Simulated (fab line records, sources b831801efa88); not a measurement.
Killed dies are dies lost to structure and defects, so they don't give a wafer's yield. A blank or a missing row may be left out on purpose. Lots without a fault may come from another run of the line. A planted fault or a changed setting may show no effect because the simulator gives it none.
Which tool did it? | flow gf180mcu | 6 lots, 18 wafers sampled, at 2 steps of a route of 602

WHAT THE GAUGES READ, wafer by wafer
GF_V1_CD_MEAS_14: target cd 260 nm.
lot  | measured     | on        | cd_nm (nm)
L147 | day 19 15:21 | cd_sem-01 | 261.0 262.0 262.1
L149 | day 20 15:06 | cd_sem-01 | 261.1 261.0 260.2
L152 | day 21 16:14 | cd_sem-02 | 262.0 261.8 261.4
L160 | day 23 22:27 | cd_sem-02 | 260.0 261.0 260.3
L163 | day 24 18:51 | cd_sem-02 | 259.2 260.0 260.9
L167 | day 26 11:21 | cd_sem-01 | 258.7 259.0 259.3

WHICH TOOL RAN EACH LOT (tool, then ch and the chambers of the sampled wafers, then the start)
lot  | GF_M1_STRIP_17
L147 | plasma_asher-04 ch 0,1, day 18 13:47
L149 | plasma_asher-03 ch 0,1, day 19 14:26
L152 | plasma_asher-04 ch 0,1, day 20 14:44
L160 | plasma_asher-03 ch 0, day 22 22:21
L163 | plasma_asher-04 ch 0,1, day 23 20:00
L167 | plasma_asher-02 ch 0,1, day 25 13:23
- GF_M1_STRIP_17: strips in O2/N2.

THE ANSWER, worked out from the rows above alone
Rule: what is usual is taken from the lots themselves. Put in order of their means at a reading, lots are off if they are a third of the lots or fewer, leave a main group of 4 or more, and stand apart from it by a gap of 3 or more times the standard deviation of the main group's means; of several such gaps the widest counts. A main group whose means are all the same, to the digits that the tables above print for the reading, isn't used. A lot without any number at a reading at which 4 lots or more have one is off too. The other lots that the step has rows for count as sound.
No lot is off at any reading shown: from this, nothing can be told.

WHAT THE SIMULATOR HAD PUT IN
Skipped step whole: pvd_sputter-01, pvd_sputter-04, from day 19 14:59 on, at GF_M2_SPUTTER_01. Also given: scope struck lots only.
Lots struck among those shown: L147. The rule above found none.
